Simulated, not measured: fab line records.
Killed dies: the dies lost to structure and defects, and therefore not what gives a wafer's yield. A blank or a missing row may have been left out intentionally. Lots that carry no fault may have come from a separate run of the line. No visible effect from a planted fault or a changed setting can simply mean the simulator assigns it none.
A struck lot beside a sound one :: flow sky130 :: 35 steps out of a route of 708
Sound: the wafers L371.3, L371.4, L371.5. Struck: wafer L386.2 (left out: L386.3, L386.5 of the same lot, which were not struck); the cause appears at the end.
Each step with rows lists, per side, the tool, then ch with its chambers, then its first start. Under that, the readings that differ: sound wafers :: struck wafers :: difference of the means :: sigmas: that difference in standard deviations of wafers without a fault.
alike: readings with means less than 2 such deviations apart, plus words and numbers identical on both sides. not compared: withheld readings, readings lacking a value on some wafer, bounds such as >300 that could conceal the same value, and numbers that have no deviation in the record and whose values overlap.
The two part at a step that has a row with sigmas, a row that says differs or no value, or rows on one side only. Non-overlapping numbers with no deviation appear without sigmas and do not part them. A reading missing from all wafers of one side parts the sides only when that side holds two or more wafers.

first, 9 steps without rows for these wafers: SKY_METAL4_DESCUM_15 (chemistry O2, time 8 s); SKY_METAL4_ETCH_16 (etches BARC in N2/H2, stops on SiO2, time 88.2 s, target depth 60 nm); SKY_METAL4_ETCH_17 (etches SiO2 in C4F8/O2/Ar, stops on TiN, time 3.9 s, target depth 15 nm); SKY_METAL4_METAL_ETCH_18 (etches the open film in Cl2/BCl3, stops on SiO2, target depth 845 nm, time 183.1 s); SKY_METAL4_STRIP_19 (strips in O2/N2); SKY_METAL4_STRIP_20 (strips in post etch residue remover, time 1200 s); SKY_METAL4_CLEAN_21 (cleans in IPA, time 180 s); SKY_METAL4_CLEAN_22 (cleans in O3/DIW); SKY_VIA4_HDPCVD_00 (deposits SiO2, target thk 1750 nm, time 291.7 s).
SKY_VIA4_CMP_02: polishes SiO2.
  sound on cmp-01 ch 0,1, day 44 02:38; struck on cmp-01 ch 0, day 47 10:23
reading: model.SiO2_of_VIA4_HDPCVD_00.thk-nm (nm)
sound: 579.5 577.8 579.9
struck: 639.2
difference: +60.1
sigmas: 
  alike: motor-current-A
SKY_VIA4_BOW_MEAS_03:
  struck on film-metro-04, day 47 11:09; sound on film-metro-03, day 44 02:59
  not compared: hold, VIA4_BOW
then, 6 steps without rows for these wafers: SKY_VIA4_HMDS_05 (prime time 60 s); SKY_VIA4_COAT_06 (resist thk 1140 nm); SKY_VIA4_SOFTBAKE_07 (time 60 s); SKY_VIA4_EXPOSE_08 (exposes mask VIM4, target cd 800 nm); SKY_VIA4_PEB_09; SKY_VIA4_DEVELOP_10 (develop time 60 s).
SKY_VIA4_ETCH_12: etches SiO2 in C4F8/O2/Ar, stops on TiN, target depth 580 nm.
  sound on rie-diel-03 ch 0,2, day 45 01:07; struck on rie-diel-03 ch 3, day 48 06:40
reading: oes-product-au (a.u.)
sound: 0.925 0.918 0.926
struck: 0.981
difference: +0.058
sigmas: +12

reading: model.etch.depth-nm (nm)
sound: 579.5 577.8 579.9
struck: 639.2
difference: +60.1
sigmas: 

reading: model.VIA4.feature-depth-nm (nm)
sound: 579.5 577.8 579.9
struck: 639.2
difference: +60.1
sigmas: 
then, 15 steps without rows for these wafers: SKY_VIA4_STRIP_13 (strips in O2/N2); SKY_VIA4_STRIP_14 (strips in post etch residue remover, time 1200 s); SKY_VIA4_CLEAN_15 (cleans in IPA, time 180 s); SKY_VIA4_CLEAN_16 (cleans in O3/DIW); SKY_VIA4_SPUTTER_17 (material TiN, target thk 20 nm, time 80 s); SKY_VIA4_CVD_18 (deposits W, target thk 505 nm, time 152.14 s); SKY_VIA4_CMP_21 (polishes, stops on SiO2, t overpolish 25 s, target thk 0 nm); SKY_METAL5_SPUTTER_00 (material Ti, target thk 15 nm, time 10 s); SKY_METAL5_SPUTTER_01 (material TiN, target thk 20 nm, time 16.7 s); SKY_METAL5_SPUTTER_02 (material AlCu, target thk 1150 nm, time 61.2 s); SKY_METAL5_SPUTTER_03 (material Ti, target thk 5 nm, time 3.3 s); SKY_METAL5_SPUTTER_04 (material TiN, target thk 70 nm, time 58.3 s); SKY_METAL5_DEHYDRATE_07 (time 60 s); SKY_METAL5_HMDS_08 (prime time 60 s); SKY_METAL5_COAT_09 (resist thk 1800 nm).
SKY_METAL5_METAL_ETCH_15: etches the open film in Cl2/BCl3, stops on SiO2, target depth 1260 nm, time 252 s.
  sound on rie-metal-04 ch 0,1, day 45 23:15; struck on rie-metal-04 ch 1, day 49 01:41
reading: rf-hours-counter-h (h)
sound: - - -
struck: 17
difference: no value on the sound wafers
sigmas: 

reading: model.SiO2_of_VIA4_HDPCVD_00.thk-nm (nm)
sound: 548.7 547.1 549.1
struck: 608.7
difference: +60.4
sigmas: 
  alike: drypump-motor-current-A, oes-product-au, throttle-valve-pct
SKY_PAD_OPEN_PROBE_99:
  struck on prober-01, day 50 13:29; sound on prober-02, day 47 19:35
reading: hold
sound: - - -
struck: await-dispo/4.2h/release
difference: no value on the sound wafers
sigmas: 

reading: model.etest.via4-chain.rc-ohm
sound: 0.782 0.7884 0.7879
struck: 0.8588
difference: +0.0727
sigmas: 

WHERE THEY PART
First at SKY_VIA4_ETCH_12; last, within this record, at SKY_PAD_OPEN_PROBE_99.

WHY: what the simulator had put in
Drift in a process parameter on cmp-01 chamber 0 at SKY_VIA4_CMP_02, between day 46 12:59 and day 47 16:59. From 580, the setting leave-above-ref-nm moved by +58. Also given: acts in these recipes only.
